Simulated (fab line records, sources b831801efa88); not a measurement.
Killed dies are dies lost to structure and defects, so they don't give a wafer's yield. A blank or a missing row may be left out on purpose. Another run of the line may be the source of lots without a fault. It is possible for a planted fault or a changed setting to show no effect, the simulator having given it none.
Matching of chambers	flow sky130	SKY_VIA3_CMP_24 on cmp-02 has 4 sister chambers
The step polishes, stops on SiO2, t overpolish 20 s, target thk 0 nm. 8 wafers are shown with their chamber, then 12 later ones without.

WAFERS, EACH WITH ITS CHAMBER
wafer	chamber	motor_current_A (A)	time_to_endpoint_s (s)
L088.3	0	13.7	86
L089.1	2	10.0	96
L089.4	0	13.7	93
L090.2	3	11.0	85
L090.6	1	12.2	93
L092.3	1	11.1	95
L092.4	2	9.9	101
L092.5	3	11.0	94

WAFERS WITH NO CHAMBER GIVEN
wafer	motor_current_A (A)	time_to_endpoint_s (s)
L093.1	11.0	95
L093.2	14.1	99
L093.5	14.1	96
L094.1	10.5	93
L094.5	11.4	96
L094.6	13.7	94
L095.1	11.3	92
L095.3	13.3	96
L095.4	9.4	99
L097.2	11.2	95
L097.4	11.4	94
L097.6	9.7	96

THE CHAMBER EACH PASSED THROUGH
wafer	from the rows above	in truth
L093.1	can't be placed: 3 or 1 or 2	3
L093.2	0	0
L093.5	0	0
L094.1	can't be placed: 3 or 2 or 1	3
L094.5	can't be placed: 1 or 3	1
L094.6	0	0
L095.1	can't be placed: 3 or 1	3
L095.3	0	0
L095.4	2	2
L097.2	can't be placed: 1 or 3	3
L097.4	can't be placed: 1 or 3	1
L097.6	2	2
Correctly placed: 6 of 12. Cannot be placed on the basis of these rows: 6; the candidates contain the true chamber in 6. Wrongly placed: 0.
How it was worked out, from the rows above alone: a wafer's distance from a chamber is the root of the sum, over the readings, of the square of ((its reading less the chamber's mean) divided by the reading's scatter). If the next closest chamber is less than 2 further off than the closest, the wafer can't be placed; otherwise it belongs to the closest. Each chamber's mean is taken over the wafers shown for it. How the scatter is found: for the shown wafers, subtract from each reading the mean of its chamber, square and add these, divide the total by (wafers less chambers), then take the root.
